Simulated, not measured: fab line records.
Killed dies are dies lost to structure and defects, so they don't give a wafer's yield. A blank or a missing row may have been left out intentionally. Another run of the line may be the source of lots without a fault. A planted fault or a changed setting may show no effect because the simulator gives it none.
One fault through the eyes of 2 desks | flow sky130 | each desk has only its own numbers; what lay behind them comes last

FROM THE METROLOGY DESK
Lot by lot, what the gauges showed, no matter which tool ran the lot: averages of those sampled wafers that carry a number. A lot is out of limits, marked OUT, if its mean lies more than 4 standard deviations from the usual mean; the brackets give that distance.
Columns: A = VIA2_BOW at SKY_VIA2_BOW_MEAS_03, usual 88 um
lot  | first seen here | A
L112 | day 35 18:53    | 83
L113 | day 36 09:52    | 92
L115 | day 37 02:21    | 93
L119 | day 38 06:35    | 90
L118 | day 38 09:04    | 91
L120 | day 38 18:38    | 93
L121 | day 38 19:42    | 90
L124 | day 39 15:34    | 85
L129 | day 41 01:34    | 81
L130 | day 41 05:48    | 91
L131 | day 41 11:31    | 88
L132 | day 41 21:49    | 91
L133 | day 42 04:46    | 82
This desk found nothing out of limits on any of the 13 lots.

AT THE TOOL OWNER'S DESK: plasmaAsher-01
The tool's own readings at SKY_SD_N_STRIP_11 (strips in O2/N2): means of the sampled wafers that have a number, for each lot that ran on this tool. A lot is out of limits, marked OUT, if its mean lies more than 4 standard deviations from the usual mean; the brackets give that distance.
Columns: A = chamberPressureMTorr at SKY_SD_N_STRIP_11, usual 1500.0 mTorr; B = drypumpMotorCurrentA at SKY_SD_N_STRIP_11, usual 5.8 A; C = oesProductAu at SKY_SD_N_STRIP_11, usual 0.528 a.u.; D = stripTimeToEndpointS at SKY_SD_N_STRIP_11, usual 22.58 s
lot  | first seen here | A      | B   | C     | D
L115 | day 29 23:10    | 1501.0 | 5.1 | 0.528 | 22.56
L120 | day 31 17:31    | 1501.1 | 5.1 | 0.525 | 23.36 (+20) OUT
L121 | day 31 20:49    | 1499.7 | 5.3 | 0.519 | 23.04 (+11) OUT
L129 | day 34 03:16    | 1499.8 | 5.1 | 0.529 | 22.57
L130 | day 34 08:28    | 1499.5 | 5.1 | 0.525 | 22.54
L133 | day 35 12:13    | 1500.1 | 5.3 | 0.523 | 22.54
This desk's verdict: out of limits on L120, L121, starting with L120 at day 31 17:31 (stripTimeToEndpointS at SKY_SD_N_STRIP_11). L115, L129, L130, L133 stayed within limits.

TAKEN TOGETHER
The tool owner's desk could have raised an alarm at day 31 17:31, on L120, L121.
From the metrology desk's view, nothing was out of limits.
The metrology desk has L120, L121 on record, within its limits.
The lots listed all ran SKY_SD_N_STRIP_11 on plasmaAsher-01.

WHAT THE SIMULATOR HAD INSERTED
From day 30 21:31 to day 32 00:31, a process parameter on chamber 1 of plasmaAsher-01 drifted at SKY_SD_N_STRIP_11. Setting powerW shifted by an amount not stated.
Struck lots among those shown: L120, L121.
Time in hours from fault onset to the first out-of-limits reading at each desk: the tool owner's desk, 20.
